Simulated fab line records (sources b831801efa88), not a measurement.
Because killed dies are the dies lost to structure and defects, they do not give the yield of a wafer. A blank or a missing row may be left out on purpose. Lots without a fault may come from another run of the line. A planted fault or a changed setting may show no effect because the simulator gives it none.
Which tool did it? | flow gf180mcu | 12 lots with 36 wafers sampled at 5 steps, on a route of 602 steps

== WHAT EACH GAUGE READ, for each wafer ==
GF_LVPWELL_TW_MEAS_11.
lot  | measured    | on            | LVPWELL_TW
L249 | day 4 02:43 | film metro-03 | 559 558 558
L250 | day 4 05:35 | film metro-02 | 558 559 561
L253 | day 5 00:10 | film metro-03 | 551 554 554
L255 | day 5 08:31 | film metro-02 | 593 591 590
L258 | day 6 03:54 | film metro-03 | 589 588 586
L261 | day 6 17:37 | film metro-02 | 593 589 590
L263 | day 7 03:39 | film metro-03 | 558 559 553
L264 | day 7 09:59 | film metro-01 | 566 568 565
L265 | day 7 14:44 | film metro-01 | 565 564 565
L266 | day 7 20:26 | film metro-02 | 560 558 561
L268 | day 8 07:37 | film metro-01 | 564 564 563
L272 | day 9 05:34 | film metro-02 | 558 558 561

GF_VT_IMPLANT_RS_MEAS_48: the measuring method here is four-point-probe.
lot  | measured     | on            | LVPWELL_RS (ohm/sq)
L249 | day 7 19:03  | film metro-03 | 1197 1194 1197
L250 | day 7 22:12  | film metro-03 | 1195 1193 1198
L253 | day 8 21:04  | film metro-01 | 1203 1200 1200
L255 | day 9 08:12  | film metro-03 | 1033 1033 1031
L258 | day 10 05:41 | film metro-02 | 1031 1033 1034
L261 | day 10 23:06 | film metro-03 | 1026 1027 1024
L263 | day 11 12:13 | film metro-01 | 1200 1200 1198
L264 | day 11 19:29 | film metro-02 | 1205 1199 1200
L265 | day 12 01:42 | film metro-02 | 1193 1197 1194
L266 | day 12 08:28 | film metro-01 | 1203 1201 1205
L268 | day 12 23:10 | film metro-03 | 1196 1196 1200
L272 | day 13 23:23 | film metro-02 | 1197 1193 1194

GF_POLY_GATE_CD_MEAS_10: target cd 280 nm.
lot  | measured     | on        | cd nm (nm)
L249 | day 9 10:49  | cd sem-01 | 280.4 280.6 280.7
L250 | day 9 12:11  | cd sem-02 | 280.6 280.7 281.6
L253 | day 10 14:21 | cd sem-01 | 278.0 278.7 278.3
L255 | day 11 02:56 | cd sem-02 | 280.0 279.9 279.3
L258 | day 12 01:20 | cd sem-02 | 280.6 281.7 281.7
L261 | day 12 19:56 | cd sem-01 | 278.6 278.6 278.4
L263 | day 13 10:45 | cd sem-01 | 281.0 281.4 281.4
L264 | day 13 17:23 | cd sem-01 | 280.2 281.5 280.9
L265 | day 14 01:37 | cd sem-01 | 279.8 277.7 277.0
L266 | day 14 08:28 | cd sem-01 | 280.9 282.2 280.3
L268 | day 14 21:07 | cd sem-01 | 281.8 281.2 281.7
L272 | day 15 23:16 | cd sem-01 | 280.5 279.9 279.1

== EACH LOT AND THE TOOL THAT RAN IT (in order: tool; ch and the chambers of the sampled wafers; start) ==
lot  | GF_LVPWELL_IMPLANT_09          | GF_MVSD_STRIP_10
L249 | implanter-01 ch 0, day 4 02:29 | plasma asher-01 ch 1, day 4 16:13
L250 | implanter-02 ch 0, day 4 05:23 | plasma asher-03 ch 0,1, day 4 19:37
L253 | implanter-02 ch 0, day 4 23:55 | plasma asher-02 ch 0,1, day 5 14:22
L255 | implanter-02 ch 0, day 5 07:56 | plasma asher-02 ch 0,1, day 5 23:07
L258 | implanter-01 ch 0, day 6 03:22 | plasma asher-02 ch 0,1, day 6 18:58
L261 | implanter-02 ch 0, day 6 16:59 | plasma asher-03 ch 0,1, day 7 08:29
L263 | implanter-01 ch 0, day 7 03:24 | plasma asher-01 ch 0,1, day 7 19:34
L264 | implanter-03 ch 0, day 7 09:45 | plasma asher-03 ch 0,1, day 8 02:04
L265 | implanter-02 ch 0, day 7 14:30 | plasma asher-02 ch 0,1, day 8 06:49
L266 | implanter-02 ch 0, day 7 20:11 | plasma asher-03 ch 0, day 8 12:33
L268 | implanter-02 ch 0, day 8 07:22 | plasma asher-02 ch 0,1, day 9 00:39
L272 | implanter-03 ch 0, day 9 05:19 | plasma asher-02 ch 0,1, day 9 23:08
- GF_LVPWELL_IMPLANT_09
- GF_MVSD_STRIP_10: strips in O2/N2.

== WHAT THE TOOLS THEMSELVES READ (means of the sampled wafers that have a number; where no wafer has one, the mark that the record gives instead) ==
GF_MVSD_STRIP_10.
lot  | tool            | drypump motor current A (A) | heater power w (W) | oes product au (a.u.) | strip time to endpoint s (s)
L249 | plasma asher-01 | 5.58                        | 373                | 0.724                 | 36.91
L250 | plasma asher-03 | 5.63                        | 313                | 0.723                 | 37.00
L253 | plasma asher-02 | 5.72                        | 293                | 0.720                 | 36.83
L255 | plasma asher-02 | 5.72                        | 292                | 0.726                 | 36.94
L258 | plasma asher-02 | 5.73                        | 294                | 0.720                 | 36.92
L261 | plasma asher-03 | 5.64                        | 305                | 0.719                 | 36.88
L263 | plasma asher-01 | 5.69                        | 320                | 0.719                 | 36.80
L264 | plasma asher-03 | 5.54                        | 333                | 0.725                 | 36.98
L265 | plasma asher-02 | 5.69                        | 310                | 0.722                 | 36.96
L266 | plasma asher-03 | 5.74                        | 289                | 0.726                 | 36.90
L268 | plasma asher-02 | 5.70                        | 308                | 0.727                 | 36.96
L272 | plasma asher-02 | 5.68                        | 310                | 0.721                 | 36.94

== THE ANSWER, worked out from the rows above alone ==
Rule: what is usual is taken from the lots themselves. Put in order of their means at a reading, lots are off if they are a third of the lots or fewer, leave a main group of 4 or more, and stand apart from it by a gap of 3 or more times the standard deviation of the main group's means; of several such gaps the widest counts. If all means in a main group match to the digits the tables above print for the reading, that group is not used. A lot without any number at a reading at which 4 lots or more have one is off too. Any other lot the step has rows for is counted as sound. Order of review: gauges by route order, followed by the tools' own readings, for which a lot's mean as printed above is used. At the first step where some lot is off, the reading lying furthest off is the one used; lots without a number count as furthest.
Off: L255, L258, L261, seen at GF_LVPWELL_TW_MEAS_11 (LVPWELL_TW). The main group: mean 560, standard deviation 3.9.
A tool fits if, at a process step before that reading, it ran every lot that is off, and no sound lot after the first of them. Gauges at GF_LVPWELL_TW_MEAS_11: tried the same way as those tools. Of those tried, none fits.

== WHAT WAS PUT IN BY THE SIMULATOR ==
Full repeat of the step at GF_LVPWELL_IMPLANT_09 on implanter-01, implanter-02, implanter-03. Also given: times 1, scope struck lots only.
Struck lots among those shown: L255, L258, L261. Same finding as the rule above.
